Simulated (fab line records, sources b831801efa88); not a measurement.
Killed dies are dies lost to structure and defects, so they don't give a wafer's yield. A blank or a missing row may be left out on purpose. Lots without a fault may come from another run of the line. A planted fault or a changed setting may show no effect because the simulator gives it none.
Chamber matching | flow sky130 | SKY_PAD_OPEN_ETCH_07 on rie_diel-02: 4 sister chambers
The step etches the open film in CF4/O2, stops on AlCu, target depth 725 nm, time 161.1 s. 4 wafers are shown with their chamber, then 7 later ones without.

WAFERS WITH THEIR CHAMBER
wafer  | chamber | drypump_motor_current_A (A)
L085.3 | 2       | 5.8
L089.2 | 0       | 5.7
L091.1 | 3       | 5.8
L091.2 | 1       | 5.0

WAFERS WITHOUT THEIR CHAMBER
wafer  | drypump_motor_current_A (A)
L091.3 | 5.8
L091.4 | 5.7
L091.5 | 5.8
L091.6 | 5.8
L096.2 | 5.0
L096.4 | 5.8
L096.6 | 5.6

WHICH CHAMBER EACH WENT THROUGH
wafer  | from the rows above     | in truth
L091.3 | can't be placed: 2 or 3 | 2
L091.4 | 0                       | 0
L091.5 | can't be placed: 2 or 3 | 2
L091.6 | can't be placed: 2 or 3 | 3
L096.2 | 1                       | 1
L096.4 | can't be placed: 2 or 3 | 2
L096.6 | 0                       | 0
Placed correctly: 3 of 7. Can't be placed from these rows: 4 (the true chamber is among the candidates in 4). Placed wrongly: 0.
How it was worked out, from the rows above alone: a wafer's distance from a chamber is the root of the sum, over the readings, of the square of ((its reading less the chamber's mean) divided by the reading's scatter). The wafer belongs to the nearest chamber; if the next one is less than 2 further off, it can't be placed. A chamber's mean is the mean of its shown wafers. The scatter: with one shown wafer a chamber, the root of the mean of the squares of how far each hidden wafer lies from its nearest shown one.
